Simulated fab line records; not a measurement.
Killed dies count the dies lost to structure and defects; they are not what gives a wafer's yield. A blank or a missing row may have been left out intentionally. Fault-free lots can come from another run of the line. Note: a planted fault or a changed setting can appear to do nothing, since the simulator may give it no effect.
fab line records	flow sky130
[record] lots = 12	wafers = 36	last-day = 50
route steps=708 shown FIELD_ISO@15 NWELL@64 VT_ADJUST_HVTP@96 VT_ADJUST_LVTN@104
lots that met no fault: taken from a fault-free run of the same line
start-h: hours from the record's opening day to when the first of the lot's shown wafers began	wait-h: time in hours since the lot's previous step	" as in the row above	L1.1+2: a row that stands for several wafers	- no value, or no start given	* or withheld: withheld	< > ~ a bound
route shown NAME@n: a module of which the file shows steps, and the number in the route of the first	usual: average and standard deviation across the fault-free wafers	same: alike in all rows	chamber/n: place in a boat	sites: the reading at each site	_std_site: how widely they spread, as a standard deviation	_edge_site: the outer-site mean with the inner-site mean subtracted	radius-mm: how far each site lies from the wafer's centre	mask NAME#n: copy n	behind: the tool/chamber that last shaped the wafer	hold: why the lot was held/for how many hours/how that ended	device: the transistor (n, p or np) that didn't switch	end of line: tests run on the same wafers once the route is complete	a step given without rows: its recipe and nothing more	killed: dies that structure and defects cost at the first sort, which is not the same as the wafer's yield	map: a wafer's dies, marking killed ones x, the rest . and places with no die _
set.NAME: the setting that was run; set.NAME@STEP: the one run at that earlier step	model.NAME: the simulator's own value behind a step, which no gauge read
steps of the route over a sample of lots; a table a step, a row a wafer
services: a tool's chamber out of use, with start hour (start-h, from the record's first day; less than 0 if before it), hours out, and reason
[[steps]]
[step SKY_FIELD_ISO_ETCH_14]
[recipe] chemistry = N2/H2	target = BARC	ion-energy-ev = 200	source-w = 500	bias-w = 100	pressure-mtorr = 30	n2-flow-sccm = 100	h2-flow-sccm = 200	stop-on = SiO2	time-s = 45.9	target-depth-a = 600
[usual] drypump-motor-current-A = 5.5/0.39	n2-flow-sccm = 100.06/0.29	oes-product-au = 0.855/0.0044	throttle-valve-pct = 13.224/0.0088
lot.wafer	tool	chamber	start-h	wait-h	drypump-motor-current-A	n2-flow-sccm	oes-product-au	rf-hours-counter-h	throttle-valve-pct
L292.1	rie-diel-02	2	34.02	0.1	5.5	99.44	0.857	3	13.241
L292.4	"	3	"	"	5.2	99.78	0.853	94	13.226
L292.5	"	0	"	"	5.4	100.43	0.859	-	13.228
L294.1	rie-diel-03	1	43.43	0.1	4.7	100.12	0.857	32	13.228
L294.2	"	0	"	"	5.1	99.94	0.861	68	13.212
L294.4	"	3	"	"	5.9	100.13	0.849	2	13.222
L295.2	rie-diel-02	0	51.47	0.1	5.4	99.90	0.854	157	13.244
L295.3	"	2	"	"	5.5	99.83	0.850	3	13.213
L295.4	"	1	"	"	5.9	100.01	0.860	66	13.225
L297.2	rie-diel-03	1	61.49	0.1	4.7	99.66	0.858	32	13.236
L297.3	"	0	"	"	5.1	100.56	0.857	69	13.221
L297.4	"	3	"	"	5.8	99.83	0.854	2	13.213
L298.1	rie-diel-02	0	65.62	0.1	5.4	100.02	0.854	158	13.216
L298.2	"	3	"	"	5.2	99.99	0.855	95	13.214
L298.4	"	0	"	"	5.4	100.32	0.850	-	13.215
L299.1	rie-diel-03	2	70.47	0.1	6.0	100.11	0.863	7	13.247
L299.3	"	0	"	"	5.1	99.44	0.856	69	13.221
L299.6	"	2	"	"	6.0	99.71	0.848	-	13.214
L300.1	rie-diel-02	1	74.59	0.1	6.0	100.03	0.857	67	13.227
L300.2	"	2	"	"	5.6	100.13	0.855	4	13.215
L300.3	"	0	"	"	5.3	99.95	0.857	158	13.230
L308.1	rie-diel-04	3	116.34	0.1	6.1	99.95	0.856	66	13.216
L308.5	"	1	"	"	5.9	100.17	0.858	-	13.224
L308.6	"	0	"	"	5.9	100.40	0.854	-	13.229
L310.2	rie-diel-02	0	129.03	0.1	5.4	99.95	0.860	159	13.212
L310.3	"	3	"	"	5.2	99.82	0.858	96	13.235
L310.5	"	0	"	"	5.4	99.88	0.859	-	13.218
L311.1	rie-diel-02	1	132.30	0.1	5.9	100.06	0.848	68	13.226
L311.3	"	2	"	"	5.6	100.42	0.850	5	13.213
L311.6	"	0	"	"	5.3	100.57	0.857	-	13.211
L313.3	rie-diel-04	2	143.44	0.1	5.2	100.17	0.849	21	13.238
L313.5	"	0	"	"	5.9	100.18	0.853	-	13.222
L313.6	"	3	"	"	6.0	99.72	0.862	-	13.216
L314.1	rie-diel-03	2	150.49	0.1	6.0	100.08	0.849	9	13.219
L314.3	"	1	"	"	4.8	100.64	0.854	34	13.235
L314.5	"	1	"	"	4.7	100.27	0.851	-	13.231
[step SKY_NWELL_IMPLANT_11]
[recipe] species = P	energy-kev = 400	dose-cm2 = 1.9e+13	tilt-deg = withheld
[usual] beam-energy-keV = 400.01/0.13	faraday-current-uA = 107.2/2.1
lot.wafer	tool	chamber	start-h	wait-h	beam-energy-keV	faraday-current-uA
L292.1	implanter-03	0	89.74	0.0	399.99	105.4
L292.4	"	0	"	"	399.98	105.9
L292.5	"	0	"	"	399.89	106.8
L294.1	implanter-03	0	100.34	0.0	399.81	107.0
L294.2	"	0	"	"	400.23	105.6
L294.4	"	0	"	"	399.93	105.9
L295.2	implanter-02	0	108.20	0.0	399.86	108.8
L295.3	"	0	"	"	399.74	103.8
L295.4	"	0	"	"	399.99	107.6
L297.2	implanter-01	0	120.31	0.0	400.07	106.2
L297.3	"	0	"	"	400.16	108.8
L297.4	"	0	"	"	400.02	103.3
L298.1	implanter-02	0	126.99	0.0	400.09	105.5
L298.2	"	0	"	"	399.93	105.9
L298.4	"	0	"	"	400.03	106.8
L299.1	implanter-03	0	130.94	0.0	399.84	105.4
L299.3	"	0	"	"	400.20	106.2
L299.6	"	0	"	"	399.99	107.1
L300.1	implanter-03	0	135.97	0.0	400.05	110.0
L300.2	"	0	"	"	400.12	108.0
L300.3	"	0	"	"	400.08	108.4
L308.1	implanter-03	0	183.79	0.0	363.73	107.4
L308.5	"	0	"	"	363.58	105.5
L308.6	"	0	"	"	363.40	106.6
L310.2	implanter-03	0	197.07	0.0	363.73	104.5
L310.3	"	0	"	"	363.82	108.3
L310.5	"	0	"	"	363.76	107.5
L311.1	implanter-02	0	201.99	0.0	400.09	105.9
L311.3	"	0	"	"	400.07	112.8
L311.6	"	0	"	"	399.97	107.3
L313.3	implanter-01	0	211.94	0.1	399.79	106.0
L313.5	"	0	"	"	399.74	106.8
L313.6	"	0	"	"	399.72	108.1
L314.1	implanter-02	0	225.94	0.0	400.17	107.7
L314.3	"	0	"	"	400.10	105.8
L314.5	"	0	"	"	400.22	107.5
[step SKY_NWELL_RS_MEAS_29]
[recipe] thk-meas-gauge = four-point-probe
[usual] NWELL_RS = 624.6/1.9
lot.wafer	tool	chamber	start-h	wait-h	NWELL_RS[ohm/sq]
L292.1	film-metro-01	-	108.29	0.1	622.9
L292.4	"	-	"	"	623.7
L292.5	"	-	"	"	622.6
L294.1	film-metro-04	-	118.98	0.1	622.2
L294.2	"	-	"	"	621.8
L294.4	"	-	"	"	622.0
L295.2	film-metro-04	-	127.32	0.1	624.8
L295.3	"	-	"	"	623.7
L295.4	"	-	"	"	625.3
L297.2	film-metro-01	-	140.22	0.1	626.5
L297.3	"	-	"	"	625.5
L297.4	"	-	"	"	624.2
L298.1	film-metro-01	-	146.98	0.1	623.3
L298.2	"	-	"	"	627.6
L298.4	"	-	"	"	623.2
L299.1	film-metro-04	-	150.88	0.1	623.7
L299.3	"	-	"	"	625.9
L299.6	"	-	"	"	626.0
L300.1	film-metro-04	-	156.39	0.1	625.3
L300.2	"	-	"	"	626.4
L300.3	"	-	"	"	626.9
L308.1	film-metro-03	-	206.28	0.1	641.6
L308.5	"	-	"	"	643.0
L308.6	"	-	"	"	642.0
L310.2	film-metro-04	-	220.07	0.1	638.2
L310.3	"	-	"	"	639.3
L310.5	"	-	"	"	639.2
L311.1	film-metro-01	-	225.40	0.1	623.8
L311.3	"	-	"	"	624.1
L311.6	"	-	"	"	624.2
L313.3	film-metro-04	-	235.24	0.1	625.4
L313.5	"	-	"	"	622.6
L313.6	"	-	"	"	624.5
L314.1	film-metro-03	-	251.00	0.1	625.9
L314.3	"	-	"	"	628.7
L314.5	"	-	"	"	626.0
[step SKY_VT_ADJUST_HVTP_TW_MEAS_11]
[usual] VT_ADJUST_HVTP_TW = 1349/17
lot.wafer	tool	chamber	start-h	wait-h	VT_ADJUST_HVTP_TW
L292.1	film-metro-02	-	126.86	0.1	1375
L292.4	"	-	"	"	1368
L292.5	"	-	"	"	1372
L294.1	film-metro-02	-	138.07	0.1	1359
L294.2	"	-	"	"	1368
L294.4	"	-	"	"	1365
L295.2	film-metro-04	-	146.48	0.1	1328
L295.3	"	-	"	"	1327
L295.4	"	-	"	"	1317
L297.2	film-metro-04	-	160.33	0.1	1330
L297.3	"	-	"	"	1323
L297.4	"	-	"	"	1324
L298.1	film-metro-04	-	166.85	0.1	1325
L298.2	"	-	"	"	1332
L298.4	"	-	"	"	1316
L299.1	film-metro-04	-	171.81	0.1	1336
L299.3	"	-	"	"	1331
L299.6	"	-	"	"	1329
L300.1	film-metro-04	-	177.41	0.1	1340
L300.2	"	-	"	"	1332
L300.3	"	-	"	"	1342
L308.1	film-metro-04	-	229.11	0.1	1339
L308.5	"	-	"	"	1331
L308.6	"	-	"	"	1337
L310.2	film-metro-02	-	243.53	0.1	1367
L310.3	"	-	"	"	1370
L310.5	"	-	"	"	1364
L311.1	film-metro-03	-	249.56	0.1	1350
L311.3	"	-	"	"	1361
L311.6	"	-	"	"	1358
L313.3	film-metro-03	-	259.49	0.1	1348
L313.5	"	-	"	"	1347
L313.6	"	-	"	"	1351
L314.1	film-metro-02	-	275.22	0.1	1368
L314.3	"	-	"	"	1363
L314.5	"	-	"	"	1362
[step SKY_VT_ADJUST_LVTN_OVL_MEAS_07]
[usual] VT_ADJUST_LVTN_OVL = -0.1/1.4
lot.wafer	tool	chamber	start-h	wait-h	VT_ADJUST_LVTN_OVL[nm]
L292.1	overlay-01	-	145.01	-	-1.1
L292.4	"	-	"	"	-0.5
L292.5	"	-	"	"	-0.2
L294.1	overlay-02	-	157.22	-	-0.9
L294.2	"	-	"	"	1.3
L294.4	"	-	"	"	-0.3
L295.2	overlay-01	-	165.94	-	-3.1
L295.3	"	-	"	"	-0.6
L295.4	"	-	"	"	-0.9
L297.2	overlay-01	-	180.86	-	1.0
L297.3	"	-	"	"	-0.2
L297.4	"	-	"	"	-0.4
L298.1	overlay-01	-	187.41	-	0.6
L298.2	"	-	"	"	-1.0
L298.4	"	-	"	"	-1.2
L299.1	overlay-01	-	192.76	-	2.5
L299.3	"	-	"	"	1.4
L299.6	"	-	"	"	1.5
L300.1	overlay-01	-	198.67	-	0.3
L300.2	"	-	"	"	2.6
L300.3	"	-	"	"	1.4
L308.1	overlay-01	-	252.39	-	0.1
L308.5	"	-	"	"	-1.0
L308.6	"	-	"	"	0.5
L310.2	overlay-02	-	267.17	-	0.4
L310.3	"	-	"	"	-0.8
L310.5	"	-	"	"	-1.4
L311.1	overlay-01	-	273.69	-	-1.4
L311.3	"	-	"	"	1.8
L311.6	"	-	"	"	0.8
L313.3	overlay-01	-	283.57	-	0.1
L313.5	"	-	"	"	0.8
L313.6	"	-	"	"	-0.3
L314.1	overlay-01	-	300.99	-	-0.3
L314.3	"	-	"	"	0.9
L314.5	"	-	"	"	1.6
[[services]]
tool	chamber	start-h	hours	kind
implanter-03	-	22.13	3.3	pm
rie-diel-04	0	26.37	4.9	repair
rie-diel-04	-	27.49	62.6	repair
rie-diel-04	3	43.08	7.4	repair
rie-diel-03	1	45.53	1.7	repair
rie-diel-04	2	48.41	6.5	repair
rie-diel-02	0	51.84	1.6	repair
rie-diel-02	2	62.86	4.3	repair
implanter-03	-	63.75	20.6	pm
rie-diel-04	2	71.86	8.2	repair
implanter-01	-	81.67	3.4	repair
rie-diel-02	3	88.52	4.3	repair
implanter-01	-	100.48	7.7	pm
rie-diel-02	-	119.93	2.8	pm
rie-diel-04	1	122.63	1.5	repair
rie-diel-02	0	136.35	-	clean
rie-diel-02	0	136.35	15.7	scheduled-down
rie-diel-02	0	136.35	15.7	vent-cycle
implanter-01	-	140.91	3.8	pm
rie-diel-04	3	144.78	16.1	repair
implanter-01	-	168.56	1.6	repair
implanter-02	-	177.17	4.6	repair
rie-diel-04	-	184.12	2.8	pm
implanter-03	-	184.24	5.0	pm
[[key]]
[first-sign] step = SKY_NWELL_IMPLANT_11	reading = beam-energy-keV	direction = down	sigmas = 99+	usual = *	struck = *
[effect] step = SKY_NWELL_RS_MEAS_29	reading = NWELL_RS	direction = up	sigmas = 8.5	usual = 624.6	struck = 640.5
met-at SKY_NWELL_IMPLANT_11
struck-lots L308,L310
tester-left-out L308,L310
not-acting-at SKY_FIELD_ISO_ETCH_14,SKY_VT_ADJUST_HVTP_TW_MEAS_11,SKY_VT_ADJUST_LVTN_OVL_MEAS_07
onset-between 135.97 183.79
[fault] kind = process-parameter-drift	tool = implanter-03	chamber = -	onset-h = 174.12	steps = SKY_NWELL_IMPLANT_11	channel = energy-kev	offset = *	shape = step	end-h = 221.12	acts-in = *	stated = *
// tester-left-out: of these lots the tester's yield and bins aren't shown, on N5 and GAA mostly nor the transistor test; their killed dies are dies lost to structure and defects alone, not to doping, threshold or leakage, so they don't give the yield
